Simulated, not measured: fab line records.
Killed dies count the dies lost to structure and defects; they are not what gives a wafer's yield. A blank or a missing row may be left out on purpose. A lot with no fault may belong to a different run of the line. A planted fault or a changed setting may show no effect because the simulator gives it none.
fab line records | flow sky130
record lots=5 | wafers=15 | last_day=50
route steps=708 shown FIELD_ISO@27 NWELL@32 DNWELL@35 PWDE@45
lots that met no fault: taken from a fault-free run of the same line
start_h: start of the lot's first displayed wafer, in hours after the record's first day | wait_h: hours elapsed since this lot's preceding step | " identical to the entry in the row above | L1.1+2: one row covering several wafers at once | - value missing, or start not given | * or withheld: withheld | < > ~ a bound
route shown NAME@n: NAME is a module with steps in the file, n the number in the route of the first one | usual: average and standard deviation across the fault-free wafers | same: alike in all rows | chamber/n: place in a boat | sites: each site's reading | _std_site: standard deviation across them | _edge_site: the outer-site mean with the inner-site mean subtracted | radius_mm: how far each site lies from the wafer's centre | mask NAME#n: copy n | behind: the most recent tool/chamber to have shaped the wafer | hold: why the lot went on hold/how many hours it stayed there/how the hold came to an end | device: which transistor (n, p or np) failed to switch | end of line: the same wafers' tests at the end of the route | a step without rows: its recipe alone | killed: dies lost to structure and defects at the first sort, not the wafer's yield | map: shows each die of a wafer: x if killed, . if not, _ if none is there
set.NAME: setting as actually run; set.NAME@STEP: the setting as run at that earlier step | model.NAME: the simulator's own value behind a step, which no gauge read
lots at selected steps of the route; one table per step, one row per wafer
services: from which hour (start_h, from the record's first day; less than 0 if before it) a tool's chamber was out of use, for how many hours, and why
## steps
# step SKY_FIELD_ISO_ANNEAL_26
# recipe temp_c=1000 | time_s=1800 | ambient=N2
# step SKY_FIELD_ISO_CMP_27
# recipe stop_on=Si3N4 | t_overpolish_s=16 | down_force_psi=4 | platen_rpm=60 | target_thk_nm=457.8 | pad_velocity_m_s=0.94248
# usual motor_current_A=12.1/1.6 | overpolish_run_s=16.000/0.01 | time_to_endpoint_s=114/3.5
lot.wafer | tool   | chamber | start_h | wait_h | motor_current_A | overpolish_run_s | time_to_endpoint_s
L878.3    | cmp-02 | 0       | 49.21   | 0.0    | 12.8            | 15.987           | 113
L878.1    | "      | 3       | "       | "      | 12.1            | 16.015           | 113
L878.6    | "      | 0       | "       | "      | 13.5            | 15.998           | 116
L881.1    | cmp-02 | 3       | 65.62   | 0.1    | 11.6            | 16.021           | 110
L881.3    | "      | 0       | "       | "      | 13.7            | 15.989           | 112
L881.5    | "      | 1       | "       | "      | 11.7            | 16.005           | 114
L890.1    | cmp-02 | 3       | 113.60  | 0.1    | 11.6            | 15.997           | 107
L890.5    | "      | 0       | "       | "      | 12.8            | 15.976           | 112
L890.6    | "      | 1       | "       | "      | 11.6            | 15.995           | 110
L896.3    | cmp-01 | 1       | 141.11  | 0.0    | 11.6            | 15.996           | 118
L896.1    | "      | 0       | "       | "      | 15.2            | 15.999           | 117
L896.6    | "      | 1       | "       | "      | 11.9            | 16.004           | 118
L898.2    | cmp-02 | 2       | 156.14  | 0.1    | 9.4             | 16.004           | 117
L898.1    | "      | 3       | "       | "      | 11.8            | 16.005           | 114
L898.4    | "      | 0       | "       | "      | 13.1            | 16.009           | 117
# step SKY_FIELD_ISO_WET_ETCH_28
# recipe chemistry=dHF | target_depth_nm=23.7 | target=SiO2 | dilution=10:1 | temp_c=25 | time_s=47
# step SKY_FIELD_ISO_WET_ETCH_29
# recipe chemistry=H3PO4 | target_depth_nm=160 | target=Si3N4 | temp_c=160 | time_s=1825
# step SKY_FIELD_ISO_WET_ETCH_30
# recipe chemistry=dHF | target_depth_nm=25 | target=SiO2 | dilution=10:1 | temp_c=25 | time_s=50
# step SKY_NWELL_CLEAN_00
# recipe chemistry=SC1/SC2 | mix=1:4:20 | temp_c=70 | time_s=150 | dry=n2_spin
# step SKY_NWELL_OXIDATION_01
# recipe temp_c=900 | ambient=O2 | stabilise_s=600 | purge_s=300 | target_thk_a=100 | ox_time_s=1418
# step SKY_NWELL_THK_MEAS_02
# recipe reads=SiO2_of_NWELL_OXIDATION_01
# usual NWELL_OXIDATION_THK=9.97/0.17
lot.wafer | tool          | chamber | start_h | wait_h | NWELL_OXIDATION_THK[nm]
L878.1    | film_metro-02 | -       | 51.57   | 0.0    | 9.90
L878.3    | "             | -       | "       | "      | 9.82
L878.6    | "             | -       | "       | "      | 9.78
L881.1    | film_metro-02 | -       | 69.60   | 0.0    | 10.23
L881.3    | "             | -       | "       | "      | 10.09
L881.5    | "             | -       | "       | "      | 10.06
L890.1    | film_metro-03 | -       | 116.25  | 0.0    | 9.61
L890.5    | "             | -       | "       | "      | 9.68
L890.6    | "             | -       | "       | "      | 9.56
L896.1    | film_metro-01 | -       | 144.73  | 0.0    | 9.94
L896.3    | "             | -       | "       | "      | 9.83
L896.6    | "             | -       | "       | "      | 10.05
L898.1    | film_metro-02 | -       | 163.11  | 0.0    | 10.30
L898.2    | "             | -       | "       | "      | 9.99
L898.4    | "             | -       | "       | "      | 10.25
# step SKY_DNWELL_DEHYDRATE_00
# recipe temp_c=200 | time_s=60
# step SKY_DNWELL_HMDS_01
# recipe prime_time_s=60 | prime_temp_c=120
# step SKY_DNWELL_COAT_02
# recipe spin_rpm=2000 | resist_thk_nm=3000
# step SKY_DNWELL_SOFTBAKE_03
# recipe temp_c=110 | time_s=withheld
# step SKY_DNWELL_EXPOSE_04
# recipe mask_id=DNM | na=0.57 | target_cd_nm=3000 | dose_mj=222
lot.wafer  | tool             | chamber | start_h | wait_h | mask
L878.1+3+6 | iline_stepper-02 | 0       | 59.07   | -      | DNM#0
L881.1+3+5 | iline_stepper-02 | 0       | 77.75   | -      | NWM#0
L890.1+5+6 | iline_stepper-02 | 0       | 125.83  | -      | DNM#0
L896.1+3+6 | iline_stepper-02 | 0       | 154.38  | -      | DNM#0
L898.1+2+4 | iline_stepper-01 | 0       | 172.85  | -      | DNM#0
# step SKY_DNWELL_PEB_05
# recipe temp_c=115 | time_s=withheld
# step SKY_DNWELL_DEVELOP_06
# recipe wall_angle_deg=90 | developer=TMAH | develop_time_s=60 | dev_temp_c=23
# step SKY_DNWELL_IMPLANT_07
# recipe species=P | energy_kev=withheld | dose_cm2=withheld | tilt_deg=withheld
# step SKY_DNWELL_STRIP_08
# recipe chemistry=O2/N2 | power_w=1400 | pressure_mtorr=1500 | platen_temp_c=withheld | o2_flow_sccm=3000 | n2_flow_sccm=300 | overash_fraction=0.5
# usual drypump_motor_current_A=5.5/0.38 | o2_flow_sccm=3002/8.7 | oes_product_au=0.723/0.0045 | strip_time_to_endpoint_s=36.90/0.1
# same overash_fraction=0.5
lot.wafer | tool            | chamber | start_h | wait_h | drypump_motor_current_A | o2_flow_sccm | oes_product_au | rf_hours_counter_h | strip_time_to_endpoint_s
L878.1    | plasma_asher-03 | 0       | 67.43   | 0.1    | 5.8                     | 2996         | 0.720          | 39                 | 37.02
L878.3    | "               | 1       | "       | "      | 6.0                     | 3007         | 0.719          | -                  | 36.95
L878.6    | "               | 0       | "       | "      | 5.8                     | 3014         | 0.722          | -                  | 37.00
L881.1    | plasma_asher-01 | 1       | 85.54   | 0.1    | 5.8                     | 3020         | 0.720          | 41                 | 36.89
L881.3    | "               | 1       | "       | "      | 5.8                     | 3011         | 0.718          | -                  | 36.96
L881.5    | "               | 1       | "       | "      | 5.8                     | 3014         | 0.723          | -                  | 36.93
L890.1    | plasma_asher-02 | 1       | 135.15  | 0.1    | 4.9                     | 3008         | 0.727          | 46                 | 36.87
L890.5    | "               | 1       | "       | "      | 4.9                     | 2998         | 0.719          | -                  | 36.88
L890.6    | "               | 0       | "       | "      | 5.0                     | 3014         | 0.719          | -                  | 36.91
L896.1    | plasma_asher-03 | 1       | 164.38  | 0.1    | 6.0                     | 3001         | 0.728          | 48                 | 36.87
L896.3    | "               | 1       | "       | "      | 6.0                     | 3007         | 0.725          | -                  | 36.90
L896.6    | "               | 1       | "       | "      | 6.0                     | 2996         | 0.722          | -                  | 36.98
L898.1    | plasma_asher-01 | 0       | 182.70  | 0.1    | 5.3                     | 3004         | 0.723          | 6                  | 36.87
L898.2    | "               | 1       | "       | "      | 5.8                     | 3007         | 0.721          | 6                  | 36.81
L898.4    | "               | 0       | "       | "      | 5.4                     | 2977         | 0.729          | -                  | 36.74
# step SKY_DNWELL_TW_MEAS_09
# usual DNWELL_TW=1115/8.4
lot.wafer | tool          | chamber | start_h | wait_h | DNWELL_TW
L878.1    | film_metro-02 | -       | 67.53   | 0.1    | 1107
L878.3    | "             | -       | "       | "      | 1121
L878.6    | "             | -       | "       | "      | 1112
L881.1    | film_metro-02 | -       | 85.64   | 0.1    | 30
L881.3    | "             | -       | "       | "      | 30
L881.5    | "             | -       | "       | "      | 30
L890.1    | film_metro-01 | -       | 135.25  | 0.1    | 1117
L890.5    | "             | -       | "       | "      | 1116
L890.6    | "             | -       | "       | "      | 1115
L896.1    | film_metro-02 | -       | 164.48  | 0.1    | 1113
L896.3    | "             | -       | "       | "      | 1118
L896.6    | "             | -       | "       | "      | 1116
L898.1    | film_metro-02 | -       | 182.80  | 0.1    | 1109
L898.2    | "             | -       | "       | "      | 1117
L898.4    | "             | -       | "       | "      | 1108
# step SKY_PWDE_DEHYDRATE_00
# recipe temp_c=200 | time_s=60
# step SKY_PWDE_HMDS_01
# recipe prime_time_s=60 | prime_temp_c=120
# step SKY_PWDE_COAT_02
# recipe spin_rpm=2000 | resist_thk_nm=3000
# step SKY_PWDE_SOFTBAKE_03
# recipe temp_c=110 | time_s=withheld
# step SKY_PWDE_EXPOSE_04
# recipe mask_id=PWDEM | na=0.6 | source_shape=conventional | sigma_outer=0.6 | polarization=unpolarized | target_cd_nm=840 | dose_mj=214
# step SKY_PWDE_PEB_05
# recipe temp_c=115 | time_s=withheld
# step SKY_PWDE_DEVELOP_06
# recipe wall_angle_deg=90 | developer=TMAH | develop_time_s=60 | dev_temp_c=23
# step SKY_PWDE_OVL_MEAS_07
# usual PWDE_OVL=-1.3/1.4
lot.wafer | tool       | chamber | start_h | wait_h | PWDE_OVL[nm]
L878.1    | overlay-01 | -       | 83.66   | -      | 0.8
L878.3    | "          | -       | "       | "      | 0.9
L878.6    | "          | -       | "       | "      | 1.8
L881.1    | overlay-02 | -       | 102.26  | -      | -4.9
L881.3    | "          | -       | "       | "      | -1.6
L881.5    | "          | -       | "       | "      | -3.1
L890.1    | overlay-01 | -       | 154.73  | -      | -1.8
L890.5    | "          | -       | "       | "      | -0.7
L890.6    | "          | -       | "       | "      | -3.7
L896.1    | overlay-02 | -       | 183.84  | -      | -1.0
L896.3    | "          | -       | "       | "      | -1.5
L896.6    | "          | -       | "       | "      | -1.7
L898.1    | overlay-01 | -       | 203.76  | -      | -0.8
L898.2    | "          | -       | "       | "      | 0.0
L898.4    | "          | -       | "       | "      | 0.1
# step SKY_PWDE_IMPLANT_08
# recipe species=B | energy_kev=152.6 | dose_cm2=3.6e+12 | tilt_deg=withheld
# step SKY_PWDE_STRIP_09
# recipe chemistry=O2/N2 | power_w=1400 | pressure_mtorr=1500 | platen_temp_c=withheld | o2_flow_sccm=3000 | n2_flow_sccm=300 | overash_fraction=0.5
# usual drypump_motor_current_A=5.6/0.37 | o2_flow_sccm=3001/9.8 | oes_product_au=0.723/0.0048 | strip_time_to_endpoint_s=36.87/0.12
# same overash_fraction=0.5
lot.wafer | tool            | chamber | start_h | wait_h | drypump_motor_current_A | o2_flow_sccm | oes_product_au | rf_hours_counter_h | strip_time_to_endpoint_s
L878.1    | plasma_asher-03 | 1       | 83.84   | 0.1    | 6.0                     | 3005         | 0.727          | 41                 | 36.79
L878.3    | "               | 0       | "       | "      | 5.8                     | 2995         | 0.730          | -                  | 36.90
L878.6    | "               | 1       | "       | "      | 6.0                     | 3007         | 0.723          | -                  | 36.84
L881.1    | plasma_asher-01 | 0       | 102.44  | 0.1    | 5.3                     | 3002         | 0.720          | 42                 | 36.71
L881.3    | "               | 0       | "       | "      | 5.3                     | 3008         | 0.724          | -                  | 36.79
L881.5    | "               | 1       | "       | "      | 5.8                     | 2991         | 0.719          | -                  | 36.75
L890.1    | plasma_asher-03 | 0       | 154.92  | 0.1    | 5.8                     | 3007         | 0.727          | 48                 | 36.88
L890.5    | "               | 0       | "       | "      | 5.8                     | 2999         | 0.726          | -                  | 36.77
L890.6    | "               | 1       | "       | "      | 6.0                     | 2997         | 0.717          | -                  | 36.86
L896.1    | plasma_asher-01 | 0       | 184.02  | 0.1    | 5.3                     | 2984         | 0.723          | 6                  | 36.85
L896.3    | "               | 0       | "       | "      | 5.4                     | 2989         | 0.724          | -                  | 36.81
L896.6    | "               | 0       | "       | "      | 5.4                     | 2984         | 0.719          | -                  | 36.92
L898.1    | plasma_asher-04 | 1       | 203.94  | 0.1    | 5.9                     | 2992         | 0.720          | 38                 | 36.74
L898.2    | "               | 0       | "       | "      | 5.0                     | 2992         | 0.718          | 38                 | 36.69
L898.4    | "               | 1       | "       | "      | 5.9                     | 2984         | 0.720          | -                  | 36.61
# step SKY_PWDE_TW_MEAS_10
# usual PWDE_TW=374.5/2.1
lot.wafer | tool          | chamber | start_h | wait_h | PWDE_TW
L878.1    | film_metro-01 | -       | 83.94   | 0.1    | 373.5
L878.3    | "             | -       | "       | "      | 373.7
L878.6    | "             | -       | "       | "      | 372.1
L881.1    | film_metro-02 | -       | 102.54  | 0.1    | 373.8
L881.3    | "             | -       | "       | "      | 372.8
L881.5    | "             | -       | "       | "      | 372.5
L890.1    | film_metro-01 | -       | 155.02  | 0.1    | 372.4
L890.5    | "             | -       | "       | "      | 374.6
L890.6    | "             | -       | "       | "      | 373.8
L896.1    | film_metro-02 | -       | 184.12  | 0.1    | 374.0
L896.3    | "             | -       | "       | "      | 372.5
L896.6    | "             | -       | "       | "      | 374.0
L898.1    | film_metro-03 | -       | 204.04  | 0.1    | 376.7
L898.2    | "             | -       | "       | "      | 378.0
L898.4    | "             | -       | "       | "      | 376.5
# step SKY_NWELL_DEHYDRATE_03
# recipe temp_c=200 | time_s=60
# step SKY_NWELL_HMDS_04
# recipe prime_time_s=60 | prime_temp_c=120
# step SKY_NWELL_COAT_05
# recipe spin_rpm=2000 | resist_thk_nm=3000
# step SKY_NWELL_SOFTBAKE_06
# recipe temp_c=110 | time_s=withheld
# step SKY_NWELL_EXPOSE_07
# recipe mask_id=NWM | na=0.6 | source_shape=conventional | sigma_outer=0.6 | polarization=unpolarized | target_cd_nm=840 | dose_mj=255
# step SKY_NWELL_PEB_08
# recipe temp_c=115 | time_s=withheld
# step SKY_NWELL_DEVELOP_09
# recipe wall_angle_deg=90 | developer=TMAH | develop_time_s=60 | dev_temp_c=23
# step SKY_NWELL_OVL_MEAS_10
# usual NWELL_00_OVL=-0.6/1.4
lot.wafer | tool       | chamber | start_h | wait_h | NWELL_00_OVL[nm]
L878.1    | overlay-02 | -       | 100.91  | -      | -1.9
L878.3    | "          | -       | "       | "      | -1.2
L878.6    | "          | -       | "       | "      | -2.6
L881.1    | overlay-02 | -       | 119.71  | -      | -1.6
L881.3    | "          | -       | "       | "      | -2.6
L881.5    | "          | -       | "       | "      | -0.6
L890.1    | overlay-02 | -       | 174.60  | -      | 1.2
L890.5    | "          | -       | "       | "      | 0.9
L890.6    | "          | -       | "       | "      | 0.0
L896.1    | overlay-01 | -       | 205.25  | -      | -1.6
L896.3    | "          | -       | "       | "      | 0.3
L896.6    | "          | -       | "       | "      | -0.3
L898.1    | overlay-01 | -       | 225.18  | -      | -1.2
L898.2    | "          | -       | "       | "      | 0.7
L898.4    | "          | -       | "       | "      | 0.0
# step SKY_NWELL_IMPLANT_11
# recipe species=P | energy_kev=400 | dose_cm2=1.9e+13 | tilt_deg=withheld
# step SKY_NWELL_IMPLANT_12
# recipe species=P | energy_kev=120 | dose_cm2=1.3e+12 | tilt_deg=withheld
# step SKY_NWELL_IMPLANT_13
# recipe species=P | energy_kev=50 | dose_cm2=7e+11 | tilt_deg=withheld
# step SKY_NWELL_STRIP_14
# recipe chemistry=O2/N2 | power_w=1400 | pressure_mtorr=1500 | platen_temp_c=withheld | o2_flow_sccm=3000 | n2_flow_sccm=300 | overash_fraction=0.5
# usual drypump_motor_current_A=5.5/0.46 | o2_flow_sccm=3002/8.6 | oes_product_au=0.723/0.0049 | strip_time_to_endpoint_s=36.90/0.11
# same overash_fraction=0.5
lot.wafer | tool            | chamber | start_h | wait_h | drypump_motor_current_A | o2_flow_sccm | oes_product_au | rf_hours_counter_h | strip_time_to_endpoint_s
L878.1    | plasma_asher-02 | 1       | 101.39  | 0.1    | 4.9                     | 2981         | 0.718          | 42                 | 36.90
L878.3    | "               | 0       | "       | "      | 5.0                     | 2995         | 0.730          | -                  | 36.94
L878.6    | "               | 1       | "       | "      | 4.9                     | 2995         | 0.721          | -                  | 36.89
L881.1    | plasma_asher-03 | 1       | 120.19  | 0.1    | 6.0                     | 2994         | 0.727          | 44                 | 36.97
L881.3    | "               | 0       | "       | "      | 5.8                     | 3000         | 0.728          | -                  | 36.98
L881.5    | "               | 0       | "       | "      | 5.8                     | 3004         | 0.719          | -                  | 36.93
L890.1    | plasma_asher-04 | 0       | 175.09  | 0.1    | 4.9                     | 3007         | 0.724          | 35                 | 36.81
L890.5    | "               | 1       | "       | "      | 5.9                     | 3004         | 0.726          | -                  | 36.88
L890.6    | "               | 0       | "       | "      | 4.9                     | 2994         | 0.719          | -                  | 36.83
L896.1    | plasma_asher-03 | 0       | 205.74  | 0.1    | 5.8                     | 2997         | 0.721          | 52                 | 36.63
L896.3    | "               | 0       | "       | "      | 5.8                     | 2995         | 0.722          | -                  | 36.84
L896.6    | "               | 0       | "       | "      | 5.8                     | 2977         | 0.724          | -                  | 36.75
L898.1    | plasma_asher-02 | 0       | 225.67  | 0.1    | 5.0                     | 3018         | 0.716          | 55                 | 37.00
L898.2    | "               | 1       | "       | "      | 4.9                     | 3007         | 0.722          | 55                 | 37.05
L898.4    | "               | 0       | "       | "      | 5.1                     | 3008         | 0.720          | -                  | 36.91
# step SKY_NWELL_TW_MEAS_15
# usual NWELL_TW=1824/11
lot.wafer | tool          | chamber | start_h | wait_h | NWELL_TW
L878.1    | film_metro-02 | -       | 101.49  | 0.1    | 1814
L878.3    | "             | -       | "       | "      | 1832
L878.6    | "             | -       | "       | "      | 1825
L881.1    | film_metro-03 | -       | 120.29  | 0.1    | 1954
L881.3    | "             | -       | "       | "      | 1948
L881.5    | "             | -       | "       | "      | 1953
L890.1    | film_metro-01 | -       | 175.19  | 0.1    | 1830
L890.5    | "             | -       | "       | "      | 1829
L890.6    | "             | -       | "       | "      | 1829
L896.1    | film_metro-03 | -       | 205.84  | 0.1    | 1828
L896.3    | "             | -       | "       | "      | 1825
L896.6    | "             | -       | "       | "      | 1830
L898.1    | film_metro-01 | -       | 225.77  | 0.1    | 1826
L898.2    | "             | -       | "       | "      | 1828
L898.4    | "             | -       | "       | "      | 1821
## services
tool             | chamber | start_h | hours | kind
cmp-02           | -       | 37.96   | 1.9   | repair
cmp-01           | -       | 39.71   | 1.1   | repair
iline_stepper-02 | -       | 51.15   | 1.7   | pm
iline_stepper-01 | -       | 52.35   | 12.8  | repair
cmp-01           | -       | 64.00   | 4.0   | pm
plasma_asher-04  | -       | 65.84   | 2.8   | pm
cmp-01           | -       | 68.00   | -     | consumable_replace:conditioner
cmp-01           | -       | 68.00   | -     | consumable_replace:pad
cmp-02           | -       | 76.18   | 5.0   | repair
iline_stepper-01 | -       | 95.73   | 1.3   | repair
plasma_asher-01  | -       | 108.75  | 9.0   | pm
plasma_asher-01  | 0       | 108.75  | 9.0   | vent_cycle
plasma_asher-01  | 1       | 108.75  | 9.0   | vent_cycle
plasma_asher-01  | 0       | 117.75  | -     | clean
plasma_asher-01  | 1       | 117.75  | -     | clean
plasma_asher-02  | -       | 129.05  | 0.7   | repair
iline_stepper-01 | -       | 133.33  | 1.7   | pm
cmp-02           | -       | 170.90  | 4.5   | pm
cmp-01           | -       | 175.40  | 7.2   | pm
cmp-02           | -       | 188.93  | 0.9   | repair
cmp-01           | -       | 208.54  | 1.0   | repair
## key
first_sign step=SKY_DNWELL_EXPOSE_04 | reading=mask | direction=changed
effect step=SKY_DNWELL_TW_MEAS_09 | reading=DNWELL_TW | direction=down | sigmas=99+ | usual=1115 | struck=30
effect step=SKY_NWELL_TW_MEAS_15 | reading=NWELL_TW | direction=up | sigmas=12 | usual=1824 | struck=1952
met_at SKY_DNWELL_EXPOSE_04
struck_wafers L881.1,L881.3,L881.5
sort_left_out L881.1,L881.3,L881.5
tester_left_out L881
onset_between 59.07 77.75
fault kind=wrong_mask | tool=any | chamber=- | onset_h=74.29 | steps=SKY_DNWELL_EXPOSE_04 | aux_copy=NWM#0 | scope=struck_lots_only
# tester_left_out: of these lots the tester's yield and bins aren't shown, on N5 and GAA mostly nor the transistor test; their killed dies are dies lost to structure and defects alone, not to doping, threshold or leakage, so they don't give the yield
# sort_left_out: the simulated sort isn't trusted on such a fault, so these wafers' sort isn't shown, and their yield isn't known
